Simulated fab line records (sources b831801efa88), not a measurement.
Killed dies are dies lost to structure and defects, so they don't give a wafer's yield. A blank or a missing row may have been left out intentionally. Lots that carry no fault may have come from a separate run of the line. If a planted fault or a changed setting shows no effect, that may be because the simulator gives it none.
Chamber matching -- flow sky130 -- SKY_CAPM_CVD_00 on pecvd-01: 3 sister chambers
The step deposits SiO2, target thk 15.5 nm. 3 wafers are shown with their chamber, then 8 later ones without.

## EACH WAFER AND ITS CHAMBER
wafer,chamber,heater-power-w (W)
L083.4,2,528
L083.5,1,912
L088.1,0,685

## WAFERS WITH NO CHAMBER GIVEN
wafer,heater-power-w (W)
L088.2,592
L088.5,600
L090.1,593
L090.2,835
L090.6,796
L096.2,871
L096.3,743
L096.6,670

## EACH ONE'S CHAMBER
wafer,from the rows above,in truth
L088.2,can't be placed: 2 or 0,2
L088.5,can't be placed: 2 or 0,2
L090.1,can't be placed: 2 or 0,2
L090.2,can't be placed: 1 or 0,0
L090.6,can't be placed: 0 or 1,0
L096.2,1,1
L096.3,can't be placed: 0 or 1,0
L096.6,can't be placed: 0 or 2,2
1 of 8 placed correctly. Can't be placed from these rows: 7 (the true chamber is among the candidates in 7). Wrongly placed: 0.
How it was worked out, from the rows above alone: a wafer's distance from a chamber is the root of the sum, over the readings, of the square of ((its reading less the chamber's mean) divided by the reading's scatter). The wafer belongs to the nearest chamber; if the next one is less than 2 further off, it can't be placed. Each chamber's mean is taken over the wafers shown for it. The scatter: with one shown wafer a chamber, the root of the mean of the squares of how far each hidden wafer lies from its nearest shown one.
